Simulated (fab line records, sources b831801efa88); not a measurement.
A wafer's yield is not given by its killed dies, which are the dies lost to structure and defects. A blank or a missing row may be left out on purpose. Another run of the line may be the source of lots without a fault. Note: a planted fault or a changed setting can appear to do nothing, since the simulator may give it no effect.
fab line records	flow sky130
[record] lots = 6	wafers = 18	lastDay = 49
route steps=708 shown LI_CONTACT@369 PAD_OPEN@708
lots that met no fault: from a run of the same line without faults
startH: hours from the record's opening day to when the first of the lot's shown wafers began	waitH: how many hours have passed since the lot's step before this one	" unchanged from the row above	L1.1+2: a single row standing in for several wafers	- no value present, or no start provided	* or withheld: withheld	< > ~ a bound
route shown NAME@n: a module of which the file shows steps, and the number in the route of the first	usual: mean/standard deviation taken from wafers without a fault	same: alike in all rows	chamber/n: place in a boat	sites: each site's reading	_std_site: the standard deviation of these	_edge_site: inner sites' mean taken away from outer sites' mean	radiusMm: how far each site lies from the wafer's centre	mask NAME#n: copy n	behind: the last tool/chamber to shape the wafer	hold: why the lot went on hold/how many hours it stayed there/how the hold came to an end	device: which transistor (n, p or np) failed to switch	end of line: tests of these same wafers at the route's end	where a step has no rows: the recipe by itself	killed: the dies lost at the first sort to structure and to defects; this is not the yield of the wafer	map: the dies of a wafer, with x for killed, . for not killed, _ for no die there
set.NAME: the setting that was run; set.NAME@STEP: the one run at that earlier step	model.NAME: the simulator's own value behind a step, which no gauge read
lots at some steps of the route; a table a step, a row a wafer
services: when a tool's chamber went out of use (startH, in hours from the record's first day, below 0 if earlier), for how many hours, and the reason
[[steps]]
[step SKY_LI_CONTACT_COAT_07]
[recipe] resist = KrF-thick	spinRpm = 3000	resistThkNm = 450
[step SKY_LI_CONTACT_SOFTBAKE_08]
[recipe] tempC = 100	timeS = 90	resist = KrF-thick
[step SKY_LI_CONTACT_EXPOSE_09]
[recipe] maskId = LICM1	na = 0.8	sourceShape = annular	sigmaInner = 0.55	sigmaOuter = 0.85	targetCdNm = 170	doseMj = 38
[step SKY_LI_CONTACT_PEB_10]
[recipe] pebTempC = withheld	pebTimeS = withheld	resist = KrF-thick
[step SKY_LI_CONTACT_DEVELOP_11]
[recipe] developTimeS = 60	resist = KrF-thick	devTempC = 21
[step SKY_LI_CONTACT_CD_MEAS_12]
[recipe] targetCdNm = 170
[usual] cdNm = 169.7/1.6
lot.wafer	tool	chamber	startH	waitH	cdNm
L421.2	cdSem-01	-	682.26	-	168.4
L421.3	"	-	"	"	168.9
L421.6	"	-	"	"	169.1
L422.3	cdSem-02	-	692.57	-	173.2
L422.4	"	-	"	"	173.5
L422.6	"	-	"	"	173.6
L423.1	cdSem-01	-	697.02	-	170.6
L423.4	"	-	"	"	170.7
L423.6	"	-	"	"	170.5
L438.1	cdSem-01	-	824.64	-	169.9
L438.3	"	-	"	"	169.6
L438.5	"	-	"	"	170.4
L437.1	cdSem-02	-	828.73	-	171.4
L437.4	"	-	"	"	170.1
L437.5	"	-	"	"	169.8
L439.2	cdSem-01	-	835.76	-	170.4
L439.3	"	-	"	"	170.2
L439.4	"	-	"	"	169.8
[step SKY_LI_CONTACT_OVL_MEAS_13]
[usual] LI_CONTACT_OVL = -4/6.2
lot.wafer	tool	chamber	startH	waitH	LI_CONTACT_OVL[nm]
L421.2	overlay-01	-	682.36	0.1	-5
L421.3	"	-	"	"	-3
L421.6	"	-	"	"	-8
L422.3	overlay-01	-	692.66	0.1	-12
L422.4	"	-	"	"	-6
L422.6	"	-	"	"	-6
L423.1	overlay-02	-	697.14	0.1	-7
L423.4	"	-	"	"	-17
L423.6	"	-	"	"	-11
L438.1	overlay-02	-	824.76	0.1	-5
L438.3	"	-	"	"	3
L438.5	"	-	"	"	4
L437.1	overlay-02	-	828.85	0.1	-3
L437.4	"	-	"	"	-6
L437.5	"	-	"	"	-3
L439.2	overlay-01	-	835.86	0.1	-10
L439.3	"	-	"	"	-4
L439.4	"	-	"	"	-4
[step SKY_LI_CONTACT_ETCH_14]
[recipe] chemistry = N2/H2	target = BARC	ionEnergyEv = 200	sourceW = 500	biasW = 100	pressureMtorr = 30	n2FlowSccm = 100	h2FlowSccm = 200	stopOn = SiO2	timeS = 45.9	targetDepthA = 600
[usual] drypumpMotorCurrentA = 5.62/0.26	oesProductAu = 0.856/0.0045	throttleValvePct = 13.224/0.008
lot.wafer	tool	chamber	startH	waitH	drypumpMotorCurrentA	oesProductAu	rfHoursCounterH	throttleValvePct
L421.2	rieDiel-03	1	682.39	0.0	5.39	0.850	11	13.221
L421.3	"	2	"	"	5.52	0.854	6	13.219
L421.6	"	3	"	"	5.55	0.854	-	13.217
L422.3	rieDiel-03	2	692.68	0.0	5.52	0.855	6	13.223
L422.4	"	1	"	"	5.38	0.855	11	13.215
L422.6	"	2	"	"	5.51	0.853	-	13.223
L423.1	rieDiel-01	0	697.18	0.0	6.03	0.849	25	13.238
L423.4	"	2	"	"	5.69	0.848	1	13.234
L423.6	"	2	"	"	5.66	0.856	-	13.235
L438.1	rieDiel-04	2	824.79	0.0	5.13	0.853	11	13.233
L438.3	"	0	"	"	5.92	0.861	7	13.227
L438.5	"	2	"	"	5.10	0.857	-	13.209
L437.1	rieDiel-03	1	828.89	0.0	5.40	0.858	15	13.224
L437.4	"	2	"	"	5.52	0.856	10	13.212
L437.5	"	3	"	"	5.56	0.863	-	13.236
L439.2	rieDiel-01	1	835.89	0.0	5.74	0.855	25	13.244
L439.3	"	2	"	"	5.65	0.855	4	13.236
L439.4	"	1	"	"	5.75	0.846	-	13.225
[step SKY_LI_CONTACT_ETCH_15]
[recipe] target = PSG	chemistry = C4F8/O2/Ar	stopOn = Si	taperDeg = 4.15	maskMaterial = KrF-thick	sourceW = 1500	biasW = 1200	pressureMtorr = 40	c4f8FlowSccm = withheld	O2_flow_sccm = 6	Ar_flow_sccm = 300	timeS = withheld	targetDepthA = 6000
[usual] oesProductAu = 0.836/0.0044
lot.wafer	tool	chamber	startH	waitH	oesProductAu
L421.2	rieDiel-03	1	682.44	0.0	0.836
L421.3	"	2	"	"	0.837
L421.6	"	3	"	"	0.835
L422.3	rieDiel-03	2	692.73	0.0	0.838
L422.4	"	1	"	"	0.836
L422.6	"	2	"	"	0.833
L423.1	rieDiel-01	0	697.22	0.0	0.837
L423.4	"	2	"	"	0.842
L423.6	"	2	"	"	0.838
L438.1	rieDiel-04	2	824.84	0.0	0.831
L438.3	"	0	"	"	0.835
L438.5	"	2	"	"	0.831
L437.1	rieDiel-03	1	828.93	0.0	0.829
L437.4	"	2	"	"	0.839
L437.5	"	3	"	"	0.834
L439.2	rieDiel-01	1	835.94	0.0	0.832
L439.3	"	2	"	"	0.832
L439.4	"	1	"	"	0.841
[step SKY_LI_CONTACT_STRIP_16]
[recipe] chemistry = O2/N2	powerW = 1400	pressureMtorr = 1500	platenTempC = withheld	o2FlowSccm = 3000	n2FlowSccm = 300	overashFraction = 0.5
[usual] drypumpMotorCurrentA = 5.9/0.4	oesProductAu = 0.375/0.0048	stripTimeToEndpointS = 3.485/0.025
lot.wafer	tool	chamber	startH	waitH	drypumpMotorCurrentA	oesProductAu	rfHoursCounterH	stripTimeToEndpointS
L421.2	plasmaAsher-04	1	682.52	-	5.9	0.374	56	3.487
L421.3	"	1	"	"	5.9	0.377	-	3.472
L421.6	"	0	"	"	5.7	0.378	-	3.484
L422.3	plasmaAsher-04	0	692.84	-	5.7	0.379	-	3.476
L422.4	"	1	"	"	5.9	0.383	-	3.480
L422.6	"	1	"	"	5.9	0.373	-	3.467
L423.1	plasmaAsher-02	1	697.31	-	6.1	0.372	27	3.467
L423.4	"	1	"	"	6.1	0.381	-	3.451
L423.6	"	1	"	"	6.1	0.376	-	3.459
L438.1	plasmaAsher-03	0	824.92	-	6.5	0.368	9	3.446
L438.3	"	1	"	"	5.8	0.376	-	3.491
L438.5	"	1	"	"	5.8	0.369	-	3.457
L437.1	plasmaAsher-03	1	829.01	-	5.8	0.374	9	3.485
L437.4	"	0	"	"	6.5	0.383	-	3.475
L437.5	"	0	"	"	6.5	0.381	-	3.489
L439.2	plasmaAsher-03	1	836.02	-	5.8	0.374	10	3.482
L439.3	"	0	"	"	6.5	0.370	-	3.470
L439.4	"	1	"	"	5.8	0.375	-	3.479
[step SKY_LI_CONTACT_CLEAN_17]
[recipe] chemistry = NMP	timeS = 600	tempC = 60	dry = n2Spin
[step SKY_LI_CONTACT_PRE_CLEAN_18]
[recipe] gas = Ar	timeS = 5.6	biasV = 358
[step SKY_LI_CONTACT_SPUTTER_19]
[recipe] material = Ti	targetThkNm = 20	chamberPressurePa = 5	powerW = 2500	substrateTempC = 200	timeS = 106.37
[usual] cathodeDcPowerW = 2499.9/0.46	chamberPressurePa = 5.003/0.0092	throttleValvePct = 30.4/1.3
lot.wafer	tool	chamber	startH	waitH	cathodeDcPowerW	chamberPressurePa	throttleValvePct
L421.2	pvdSputter-04	-	682.82	0.0	2499.6	5.001	32.5
L421.3	"	-	"	"	2500.8	5.007	32.5
L421.6	"	-	"	"	2499.8	5.003	32.4
L422.3	pvdSputter-02	-	693.11	0.0	-	-	-
L422.4	"	-	"	"	-	-	-
L422.6	"	-	"	"	-	-	-
L423.1	pvdSputter-01	-	697.60	0.0	-	-	-
L423.4	"	-	"	"	-	-	-
L423.6	"	-	"	"	-	-	-
L438.1	pvdSputter-01	-	825.25	0.0	2500.4	4.995	28.7
L438.3	"	-	"	"	2499.6	5.010	30.1
L438.5	"	-	"	"	2499.4	5.006	28.7
L437.1	pvdSputter-04	-	829.32	0.0	2500.3	5.001	30.9
L437.4	"	-	"	"	2500.3	5.004	32.3
L437.5	"	-	"	"	2500.6	5.018	31.8
L439.2	pvdSputter-02	-	836.32	0.0	2500.3	5.001	30.3
L439.3	"	-	"	"	2499.6	4.999	29.4
L439.4	"	-	"	"	2499.9	4.989	32.3
[step SKY_LI_CONTACT_SPUTTER_20]
[recipe] material = TiN	targetThkNm = 20	chamberPressurePa = 5	powerW = 4000	timeS = 80
[usual] cathodeDcPowerW = 4000.0/0.69	chamberPressurePa = 4.998/0.0098	throttleValvePct = 30.4/1.3
lot.wafer	tool	chamber	startH	waitH	cathodeDcPowerW	chamberPressurePa	throttleValvePct
L421.2	pvdSputter-04	-	682.89	0.0	3999.6	4.995	32.4
L421.3	"	-	"	"	4000.0	5.001	32.4
L421.6	"	-	"	"	4001.3	5.006	32.5
L422.3	pvdSputter-02	-	693.18	0.0	3999.6	4.989	32.8
L422.4	"	-	"	"	4000.5	4.971	29.3
L422.6	"	-	"	"	4000.2	5.003	30.0
L423.1	pvdSputter-01	-	697.68	0.0	3999.3	4.999	29.9
L423.4	"	-	"	"	3999.7	4.990	28.8
L423.6	"	-	"	"	3998.4	4.976	28.6
L438.1	pvdSputter-01	-	825.33	0.0	3999.9	4.996	28.7
L438.3	"	-	"	"	3999.8	4.999	30.1
L438.5	"	-	"	"	4001.2	5.002	28.8
L437.1	pvdSputter-04	-	829.40	0.0	4001.1	4.989	31.0
L437.4	"	-	"	"	3999.7	4.996	32.5
L437.5	"	-	"	"	4000.5	5.006	32.1
L439.2	pvdSputter-02	-	836.39	0.0	4001.2	4.995	30.2
L439.3	"	-	"	"	3999.3	4.996	29.2
L439.4	"	-	"	"	3999.9	4.990	32.4
[step SKY_LI_CONTACT_CVD_21]
[recipe] material = W	targetThkNm = 400	timeS = 120.56	tempC = 400	pressureTorr = 40
[usual] heaterPowerW = 903/36
lot.wafer	tool	chamber	startH	waitH	heaterPowerW	sinceWetCleanH
L421.2	cvdW-01	1	682.95	0.0	849	779
L421.3	"	1	"	"	884	-
L421.6	"	0	"	"	916	-
L422.3	cvdW-01	1	693.28	0.1	874	-
L422.4	"	0	"	"	925	-
L422.6	"	1	"	"	861	-
L423.1	cvdW-02	1	697.74	0.0	864	294
L423.4	"	1	"	"	847	-
L423.6	"	1	"	"	857	-
L438.1	cvdW-01	1	825.39	0.0	874	921
L438.3	"	1	"	"	869	-
L438.5	"	1	"	"	916	-
L437.1	cvdW-02	1	829.46	0.0	889	425
L437.4	"	0	"	"	968	-
L437.5	"	0	"	"	924	-
L439.2	cvdW-01	1	836.45	0.0	862	932
L439.3	"	1	"	"	868	-
L439.4	"	0	"	"	951	-
[step SKY_PAD_OPEN_PROBE_99]
[usual] killed_at_M0_to_M3 = 42/6.4	killed_at_M4_up = 3.0/2	killedAtContacts = 24/5.2	killedAtFrontEnd = 14/4.2	killedAtOther = 0.4/0.72	killedDies = 84/9	killedOnRim = 16/3.7	killedOpen = 46/6.6	killedShort = 38/6
[same] grossDies = 492	killedAtBackSide = 0
lot.wafer	tool	chamber	startH	waitH	hold	killed_at_M0_to_M3	killed_at_M4_up	killedAtContacts	killedAtFrontEnd	killedAtOther	killedDies	killedOnRim	killedOpen	killedShort
L421.2	prober-02	-	1081.20	0.1	-	45	3	36	12	0	96	15	55	41
L421.3	prober-02	-	1081.25	0.2	-	46	3	35	13	0	97	21	55	42
L421.6	prober-02	-	1081.40	0.2	-	43	5	29	17	0	94	14	54	40
L422.3	prober-01	-	1089.98	0.2	awaitDispo/2.2h/scrap	46	10	419	17	0	492	96	55	43
L422.4	prober-01	-	1090.03	0.2	awaitDispo/2.2h/scrap	41	6	425	20	0	492	96	44	44
L422.6	prober-01	-	1090.13	0.2	awaitDispo/2.2h/scrap	48	4	423	16	1	492	96	47	45
L423.1	prober-02	-	1092.25	0.1	awaitDispo/0.9h/scrap	39	2	434	16	1	492	96	55	27
L423.4	prober-02	-	1092.40	0.2	awaitDispo/0.9h/scrap	45	4	424	19	0	492	96	54	42
L423.6	prober-02	-	1092.50	0.2	awaitDispo/0.9h/scrap	30	0	455	7	0	492	96	37	36
L437.1	prober-02	-	1183.58	0.1	-	27	3	20	10	0	60	9	31	29
L437.4	prober-02	-	1183.73	0.2	-	47	0	30	9	0	86	18	46	40
L437.5	prober-02	-	1183.78	0.2	-	49	0	29	10	1	89	16	46	42
L439.2	prober-01	-	1187.76	0.1	-	33	2	30	18	0	83	18	41	42
L439.3	prober-01	-	1187.81	0.2	-	50	1	29	13	0	93	22	55	38
L439.4	prober-01	-	1187.86	0.2	-	34	2	29	19	0	84	14	38	46
// killed by level:class
L421.2 CONTACT:geometricParticle:open=16 VIA1:geometricParticle:open=9 LI_CONTACT:geometricParticle:open=7 VIA3:geometricParticle:open=6 METAL1:geometricParticle:short=5 VIA1:geometricParticle:short=5 FIELD_ISO:geometricParticle:open=4 LI_CONTACT:geometricParticle:short=4
L421.3 CONTACT:geometricParticle:open=12 VIA1:geometricParticle:open=9 CONTACT:geometricParticle:short=7 METAL2:geometricParticle:short=7 METAL2:geometricParticle:open=7 POLY_GATE:geometricParticle:short=6 LI_CONTACT:geometricParticle:open=6 METAL1:geometricParticle:short=6
L421.6 CONTACT:geometricParticle:open=13 VIA1:geometricParticle:open=10 LOCAL_INTERCONNECT:geometricParticle:short=9 VIA3:geometricParticle:open=8 METAL1:geometricParticle:short=6 FIELD_ISO:geometricParticle:short=5 FIELD_ISO:geometricParticle:open=4 METAL3:geometricParticle:short=4
L422.3 LI_CONTACT:areaSputter=394 VIA1:geometricParticle:open=14 CONTACT:geometricParticle:open=8 VIA3:geometricParticle:open=7 VIA2:geometricParticle:open=7 METAL4:geometricParticle:short=7 LI_CONTACT:geometricParticle:open=6 FIELD_ISO:geometricParticle:short=5
L422.4 LI_CONTACT:areaSputter=404 VIA1:geometricParticle:open=10 CONTACT:geometricParticle:open=8 POLY_GATE:geometricParticle:short=7 CONTACT:geometricParticle:short=7 VIA1:geometricParticle:short=6 METAL2:geometricParticle:short=6 VIA3:geometricParticle:open=5
L422.6 LI_CONTACT:areaSputter=400 METAL2:geometricParticle:short=10 VIA1:geometricParticle:open=9 CONTACT:geometricParticle:open=7 VIA3:geometricParticle:open=7 LI_CONTACT:geometricParticle:open=6 CONTACT:geometricParticle:short=6 POLY_GATE:geometricParticle:short=5
L423.1 LI_CONTACT:areaSputter=410 VIA1:geometricParticle:open=12 CONTACT:geometricParticle:open=9 VIA3:geometricParticle:open=7 VIA2:geometricParticle:open=7 LI_CONTACT:geometricParticle:open=5 LOCAL_INTERCONNECT:geometricParticle:short=5 FIELD_ISO:geometricParticle:open=4
L423.4 LI_CONTACT:areaSputter=396 CONTACT:geometricParticle:open=9 FIELD_ISO:geometricParticle:open=8 LI_CONTACT:geometricParticle:open=8 LOCAL_INTERCONNECT:geometricParticle:short=7 VIA3:geometricParticle:open=7 VIA2:geometricParticle:short=7 VIA1:geometricParticle:short=6
L423.6 LI_CONTACT:areaSputter=419 CONTACT:geometricParticle:open=11 LI_CONTACT:geometricParticle:open=8 LOCAL_INTERCONNECT:geometricParticle:short=8 CONTACT:geometricParticle:short=7 METAL1:geometricParticle:short=7 VIA1:geometricParticle:open=6 METAL2:geometricParticle:short=5
L437.1 VIA1:geometricParticle:open=6 METAL1:geometricParticle:short=6 LI_CONTACT:geometricParticle:open=5 CONTACT:geometricParticle:open=5 METAL2:geometricParticle:short=5 CONTACT:geometricParticle:short=4 FIELD_ISO:geometricParticle:short=3 POLY_GATE:geometricParticle:open=3
L437.4 VIA1:geometricParticle:open=13 VIA2:geometricParticle:open=8 LOCAL_INTERCONNECT:geometricParticle:short=7 VIA3:geometricParticle:open=7 CONTACT:geometricParticle:short=6 CONTACT:geometricParticle:open=6 METAL2:geometricParticle:short=6 LI_CONTACT:geometricParticle:short=5
L437.5 VIA1:geometricParticle:open=8 CONTACT:geometricParticle:open=8 METAL1:geometricParticle:short=8 VIA1:geometricParticle:short=8 VIA3:geometricParticle:open=8 LI_CONTACT:geometricParticle:open=7 METAL2:geometricParticle:short=5 FIELD_ISO:geometricParticle:short=4
L439.2 CONTACT:geometricParticle:open=13 FIELD_ISO:geometricParticle:short=7 LOCAL_INTERCONNECT:geometricParticle:short=7 FIELD_ISO:geometricParticle:open=6 VIA1:geometricParticle:open=6 VIA3:geometricParticle:open=6 CONTACT:geometricParticle:short=5 POLY_GATE:geometricParticle:short=4
L439.3 VIA1:geometricParticle:open=14 CONTACT:geometricParticle:open=12 VIA3:geometricParticle:open=8 METAL1:geometricParticle:short=6 VIA2:geometricParticle:open=6 CONTACT:geometricParticle:short=5 FIELD_ISO:geometricParticle:short=4 FIELD_ISO:geometricParticle:open=4
L439.4 CONTACT:geometricParticle:open=9 LOCAL_INTERCONNECT:geometricParticle:short=7 VIA1:geometricParticle:open=6 LI_CONTACT:geometricParticle:open=6 CONTACT:geometricParticle:short=5 METAL1:geometricParticle:short=5 METAL2:geometricParticle:short=5 POLY_GATE:geometricParticle:short=4
// map L422.3 (x killed, . not)
__________xxxxxxxxxx_________
________xxxxxxxxxxxxxx_______
______xxxxxxxxxxxxxxxxxx_____
_____xxxxxxxxxxxxxxxxxxxx____
____xxxxxxxxxxxxxxxxxxxxxx___
___xxxxxxxxxxxxxxxxxxxxxxxx__
__xxxxxxxxxxxxxxxxxxxxxxxxxx_
_xxxxxxxxxxxxxxxxxxxxxxxxxxxx
_xxxxxxxxxxxxxxxxxxxxxxxxxxxx
_xxxxxxxxxxxxxxxxxxxxxxxxxxxx
_xxxxxxxxxxxxxxxxxxxxxxxxxxxx
_xxxxxxxxxxxxxxxxxxxxxxxxxxxx
_xxxxxxxxxxxxxxxxxxxxxxxxxxxx
_xxxxxxxxxxxxxxxxxxxxxxxxxxxx
_xxxxxxxxxxxxxxxxxxxxxxxxxxxx
__xxxxxxxxxxxxxxxxxxxxxxxxxx_
___xxxxxxxxxxxxxxxxxxxxxxxx__
____xxxxxxxxxxxxxxxxxxxxxx___
_____xxxxxxxxxxxxxxxxxxxx____
______xxxxxxxxxxxxxxxxxx_____
________xxxxxxxxxxxxxx_______
__________xxxxxxxxxx_________
// map L423.1 (x killed, . not)
__________xxxxxxxxxx_________
________xxxxxxxxxxxxxx_______
______xxxxxxxxxxxxxxxxxx_____
_____xxxxxxxxxxxxxxxxxxxx____
____xxxxxxxxxxxxxxxxxxxxxx___
___xxxxxxxxxxxxxxxxxxxxxxxx__
__xxxxxxxxxxxxxxxxxxxxxxxxxx_
_xxxxxxxxxxxxxxxxxxxxxxxxxxxx
_xxxxxxxxxxxxxxxxxxxxxxxxxxxx
_xxxxxxxxxxxxxxxxxxxxxxxxxxxx
_xxxxxxxxxxxxxxxxxxxxxxxxxxxx
_xxxxxxxxxxxxxxxxxxxxxxxxxxxx
_xxxxxxxxxxxxxxxxxxxxxxxxxxxx
_xxxxxxxxxxxxxxxxxxxxxxxxxxxx
_xxxxxxxxxxxxxxxxxxxxxxxxxxxx
__xxxxxxxxxxxxxxxxxxxxxxxxxx_
___xxxxxxxxxxxxxxxxxxxxxxxx__
____xxxxxxxxxxxxxxxxxxxxxx___
_____xxxxxxxxxxxxxxxxxxxx____
______xxxxxxxxxxxxxxxxxx_____
________xxxxxxxxxxxxxx_______
__________xxxxxxxxxx_________
[[services]]
tool	chamber	startH	hours	kind
rieDiel-03	-	658.77	2.8	pm
pvdSputter-04	-	668.38	11.3	repair
cvdW-02	-	674.84	6.9	pm
cvdW-02	-	681.74	2.8	pm
pvdSputter-02	-	709.06	6.2	repair
rieDiel-01	3	719.77	1.5	repair
pvdSputter-04	-	720.61	0.5	repair
cvdW-01	-	722.54	6.9	pm
plasmaAsher-03	-	733.75	9.0	pm
plasmaAsher-03	0	733.75	9.0	ventCycle
plasmaAsher-03	1	733.75	9.0	ventCycle
plasmaAsher-03	0	742.75	-	clean
plasmaAsher-02	-	745.85	2.8	pm
cvdW-02	-	746.05	0.5	repair
rieDiel-03	3	753.62	11.4	repair
rieDiel-01	0	756.41	35.0	repair
plasmaAsher-04	-	764.56	15.6	pm
rieDiel-03	2	780.34	10.8	repair
rieDiel-01	-	791.40	0.8	repair
plasmaAsher-03	-	810.13	3.1	repair
pvdSputter-01	-	821.99	3.1	repair
rieDiel-01	0	822.81	-	clean
rieDiel-01	0	822.81	13.9	scheduledDown
rieDiel-01	0	822.81	13.9	ventCycle
[[key]]
[firstSign] step = SKY_LI_CONTACT_SPUTTER_19	reading = toolRecord	direction = missing
[effect] step = SKY_PAD_OPEN_PROBE_99	reading = killedAtContacts	direction = up	sigmas = 78	usual = 24	struck = 430
[moreKillsBornAt] SKY_LI_CONTACT_SPUTTER_19@pvdSputter-01 = 1225	SKY_LI_CONTACT_SPUTTER_19@pvdSputter-02 = 1198
metAt SKY_LI_CONTACT_SPUTTER_19
struckWafers L422.3,L422.4,L422.6,L423.1,L423.4,L423.6
laterRowsLeftOut L422.3,L422.4,L422.6,L423.1,L423.4,L423.6
testerLeftOut L422,L423
[fault] kind = skippedStepWhole	tool = pvdSputter-01,pvdSputter-02	chamber = -	onsetH = 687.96	steps = SKY_LI_CONTACT_SPUTTER_19	scope = struckLotsOnly
// testerLeftOut: of these lots the tester's yield and bins aren't shown, on N5 and GAA mostly nor the transistor test; their killed dies are dies lost to structure and defects alone, not to doping, threshold or leakage, so they don't give the yield
// laterRowsLeftOut: the simulator's readings of these wafers behind a module that went badly wrong aren't trusted and aren't shown, but for the sort
